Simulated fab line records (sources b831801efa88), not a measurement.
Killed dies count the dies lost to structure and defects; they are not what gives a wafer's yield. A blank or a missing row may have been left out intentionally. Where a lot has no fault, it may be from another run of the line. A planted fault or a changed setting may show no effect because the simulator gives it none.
A lot that was struck, set against a sound lot + flow sky130 + 17 steps out of a route of 708
Sound: the wafers L994.1, L994.2, L994.4. The struck wafers were L111.1, L111.3, L111.5. At the end, the cause is stated.
At each step with rows: each side's tool, then ch and its chambers, then its first start. Under that, the readings that differ: sound wafers + struck wafers + difference of the means + sigmas: that difference in standard deviations of wafers without a fault.
alike: readings whose means differ by less than 2 such deviations, and words and numbers that are the same on both sides. not compared: withheld readings, readings that some wafer has no value for, bounds like >300 that may hide the same value, and numbers for which the record gives no deviation and whose values overlap.
The two part at a step that has a row with sigmas, a row that says differs or no value, or rows on one side only. Numbers that have no deviation but don't overlap get no sigmas and don't part them. Lack of a reading on every wafer of one side parts them only where that side has two or more wafers.

SKY_LDD_HVN_OVL_MEAS_07:
  sound: overlay-01 at day 23 02:58; struck: overlay-02 at day 28 04:49
  alike: LDD_HVN_OVL
after that, 1 step had no rows for these wafers: SKY_LDD_HVN_IMPLANT_08.
SKY_LDD_HVN_STRIP_09: strips in O2/N2.
  sound on plasma-asher-04 ch 0,1, day 23 03:09; struck on plasma-asher-02 ch 0,1, day 28 05:00
| reading                     | sound       | struck      | difference | sigmas |
|-----------------------------|-------------|-------------|------------|--------|
| drypump-motor-current-A (A) | 5.2 6.0 5.2 | 6.5 5.8 6.5 | +0.8       | +2     |
  alike: oes-product-au, strip-time-to-endpoint-s
  not compared: rf-hours-counter-h
SKY_LDD_HVN_TW_MEAS_10:
  sound: film-metro-03 at day 23 03:15; struck: film-metro-01 at day 28 05:06
  alike: LDD_HVN_TW
then, 7 steps without rows for these wafers: SKY_LDD_HVP_DEHYDRATE_00 (time 60 s); SKY_LDD_HVP_HMDS_01 (prime time 60 s); SKY_LDD_HVP_COAT_02 (resist thk 300 nm); SKY_LDD_HVP_SOFTBAKE_03 (time 60 s); SKY_LDD_HVP_EXPOSE_04 (exposes mask HVPTM, target cd 700 nm); SKY_LDD_HVP_PEB_05; SKY_LDD_HVP_DEVELOP_06 (develop time 60 s).
SKY_LDD_HVP_OVL_MEAS_07:
  sound: overlay-02 at day 24 08:40; struck: overlay-01 at day 29 07:55
  alike: LDD_HVP_OVL
SKY_LDD_HVP_IMPLANT_08:
  sound on implanter-01 ch 0, day 24 08:42; struck on implanter-01 ch 0, day 29 07:57
| reading            | sound                           | struck                          | difference | sigmas |
|--------------------|---------------------------------|---------------------------------|------------|--------|
| dose-ions-cm2      | 1.7034e+13 1.7024e+13 1.702e+13 | 1.518e+13 1.5188e+13 1.5186e+13 | -1.841e+12 | -84    |
| faraday-current-uA | 94.8 97.4 95.6                  | 86.8 88.1 85.8                  | -9.0       | -5     |
SKY_LDD_HVP_STRIP_09: strips in O2/N2.
  sound on plasma-asher-01 ch 0,1, day 24 08:51; struck on plasma-asher-04 ch 0,1, day 29 08:06
  alike: drypump-motor-current-A, oes-product-au, strip-time-to-endpoint-s
  not compared: rf-hours-counter-h
SKY_LDD_HVP_TW_MEAS_10:
  sound: film-metro-04 at day 24 08:57; struck: film-metro-03 at day 29 08:12
| reading    | sound       | struck      | difference | sigmas |
|------------|-------------|-------------|------------|--------|
| LDD_HVP_TW | 461 462 463 | 439 440 441 | -22        | -4     |
then, 1 step without rows for these wafers: SKY_LDD_LDN_DEHYDRATE_00 (time 60 s).
-- record jumps: 21 days separate the struck wafers' starts on either side; left off in module LDD_LDN, taken up again in module PAD_OPEN, whose first shown step is the route's number 708 --
SKY_PAD_OPEN_PROBE_99:
  sound: prober-01 at day 47 14:05; struck: prober-01 at day 50 18:08
| reading                        | sound          | struck         | difference | sigmas |
|--------------------------------|----------------|----------------|------------|--------|
| model.etest.tip_p_5v.rs-ohm-sq | 2829 2827 2828 | 3129 3139 3149 | +311       |        |
  alike: killed_at_M0_to_M3, killed_at_M4_up, killed-at-contacts, killed-at-front-end, killed-at-other, killed-dies, killed-open, killed-short

== WHERE THEY PART ==
Last at SKY_LDD_HVP_TW_MEAS_10 as far as this record goes, first at SKY_LDD_HVN_STRIP_09. Later steps at which nothing parts them and some readings are alike: SKY_PAD_OPEN_PROBE_99.

WHY: what the simulator had put in
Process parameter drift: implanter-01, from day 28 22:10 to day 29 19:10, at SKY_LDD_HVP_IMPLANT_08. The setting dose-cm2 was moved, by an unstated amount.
